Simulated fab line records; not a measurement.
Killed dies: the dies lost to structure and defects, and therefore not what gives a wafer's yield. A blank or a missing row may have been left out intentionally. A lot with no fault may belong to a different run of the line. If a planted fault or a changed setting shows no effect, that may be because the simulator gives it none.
Matching of chambers || flow sky130 || SKY_LI_CONTACT_CMP_02 on cmp-01 has 4 sister chambers
The step polishes PSG. 14 wafers are shown with their chamber, then 7 later ones without.

## EACH WAFER AND ITS CHAMBER
{"wafer": "L472.2", "chamber": 3, "time_to_endpoint_s (s)": 33.2, "motor_current_A (A)": 11.6, "slurry_filter_dp_kPa (kPa)": 13.28}
{"wafer": "L472.4", "chamber": 0, "time_to_endpoint_s (s)": 35.3, "motor_current_A (A)": 11.7, "slurry_filter_dp_kPa (kPa)": 13.59}
{"wafer": "L472.6", "chamber": 2, "time_to_endpoint_s (s)": 28.6, "motor_current_A (A)": 12.0, "slurry_filter_dp_kPa (kPa)": 13.72}
{"wafer": "L479.3", "chamber": 1, "time_to_endpoint_s (s)": 35.3, "motor_current_A (A)": 13.0, "slurry_filter_dp_kPa (kPa)": 13.36}
{"wafer": "L479.5", "chamber": 1, "time_to_endpoint_s (s)": 34.8, "motor_current_A (A)": 12.2, "slurry_filter_dp_kPa (kPa)": 13.51}
{"wafer": "L479.6", "chamber": 2, "time_to_endpoint_s (s)": 29.3, "motor_current_A (A)": 13.0, "slurry_filter_dp_kPa (kPa)": 13.79}
{"wafer": "L480.1", "chamber": 1, "time_to_endpoint_s (s)": 30.7, "motor_current_A (A)": 12.6, "slurry_filter_dp_kPa (kPa)": 13.47}
{"wafer": "L480.4", "chamber": 0, "time_to_endpoint_s (s)": 32.2, "motor_current_A (A)": 11.6, "slurry_filter_dp_kPa (kPa)": 13.51}
{"wafer": "L480.5", "chamber": 3, "time_to_endpoint_s (s)": 32.2, "motor_current_A (A)": 11.4, "slurry_filter_dp_kPa (kPa)": 13.32}
{"wafer": "L481.1", "chamber": 1, "time_to_endpoint_s (s)": 32.4, "motor_current_A (A)": 12.7, "slurry_filter_dp_kPa (kPa)": 13.32}
{"wafer": "L481.4", "chamber": 0, "time_to_endpoint_s (s)": 36.6, "motor_current_A (A)": 11.7, "slurry_filter_dp_kPa (kPa)": 13.55}
{"wafer": "L481.5", "chamber": 0, "time_to_endpoint_s (s)": 34.3, "motor_current_A (A)": 12.3, "slurry_filter_dp_kPa (kPa)": 13.31}
{"wafer": "L485.1", "chamber": 2, "time_to_endpoint_s (s)": 30.4, "motor_current_A (A)": 11.9, "slurry_filter_dp_kPa (kPa)": 13.44}
{"wafer": "L485.3", "chamber": 3, "time_to_endpoint_s (s)": 33.2, "motor_current_A (A)": 11.4, "slurry_filter_dp_kPa (kPa)": 13.25}

SIGNATURES, as means of the wafers listed above
{"reading": "time_to_endpoint_s", "chamber 0": 34.600, "chamber 1": 33.300, "chamber 2": 29.433, "chamber 3": 32.867, "scatter within a chamber": 1.63}
{"reading": "motor_current_A", "chamber 0": 11.825, "chamber 1": 12.625, "chamber 2": 12.300, "chamber 3": 11.467, "scatter within a chamber": 0.374}
{"reading": "slurry_filter_dp_kPa", "chamber 0": 13.4900, "chamber 1": 13.4150, "chamber 2": 13.6500, "chamber 3": 13.2833, "scatter within a chamber": 0.119}
Rule: for a wafer and a chamber, the distance is found by dividing, reading by reading, the gap between the wafer's reading and the chamber's mean by the reading's scatter, squaring, summing and taking the root. The wafer belongs to the nearest chamber; if the next one is less than 2 further off, it can't be placed. The scatter: take each reading less its chamber's mean, square it, sum over the shown wafers, divide by the number of wafers less the number of chambers, and take the root.

## WAFERS MISSING THEIR CHAMBER
{"wafer": "L485.4", "time_to_endpoint_s (s)": 37.7, "motor_current_A (A)": 12.4, "slurry_filter_dp_kPa (kPa)": 13.71}
{"wafer": "L486.3", "time_to_endpoint_s (s)": 35.2, "motor_current_A (A)": 11.8, "slurry_filter_dp_kPa (kPa)": 13.42}
{"wafer": "L486.4", "time_to_endpoint_s (s)": 29.7, "motor_current_A (A)": 11.8, "slurry_filter_dp_kPa (kPa)": 13.44}
{"wafer": "L486.5", "time_to_endpoint_s (s)": 30.9, "motor_current_A (A)": 11.5, "slurry_filter_dp_kPa (kPa)": 13.53}
{"wafer": "L488.1", "time_to_endpoint_s (s)": 32.2, "motor_current_A (A)": 12.1, "slurry_filter_dp_kPa (kPa)": 13.28}
{"wafer": "L488.3", "time_to_endpoint_s (s)": 30.1, "motor_current_A (A)": 12.8, "slurry_filter_dp_kPa (kPa)": 13.32}
{"wafer": "L488.4", "time_to_endpoint_s (s)": 32.0, "motor_current_A (A)": 11.8, "slurry_filter_dp_kPa (kPa)": 13.65}

## THE CHAMBER EACH PASSED THROUGH
{"wafer": "L485.4", "from the rows above": "can't be placed: 0 or 1", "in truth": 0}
{"wafer": "L486.3", "from the rows above": "can't be placed: 0 or 3 or 1", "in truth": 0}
{"wafer": "L486.4", "from the rows above": "can't be placed: 2 or 3 or 0 or 1", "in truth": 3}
{"wafer": "L486.5", "from the rows above": "can't be placed: 3 or 0 or 2 or 1", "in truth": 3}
{"wafer": "L488.1", "from the rows above": "can't be placed: 3 or 1 or 0 or 2", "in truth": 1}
{"wafer": "L488.3", "from the rows above": "can't be placed: 1 or 2 or 3 or 0", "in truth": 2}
{"wafer": "L488.4", "from the rows above": "can't be placed: 2 or 0 or 1 or 3", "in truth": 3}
Correct placement for 0 of the 7. Can't be placed from these rows: 7 (the true chamber is among the candidates in 7). Number placed wrongly: 0.
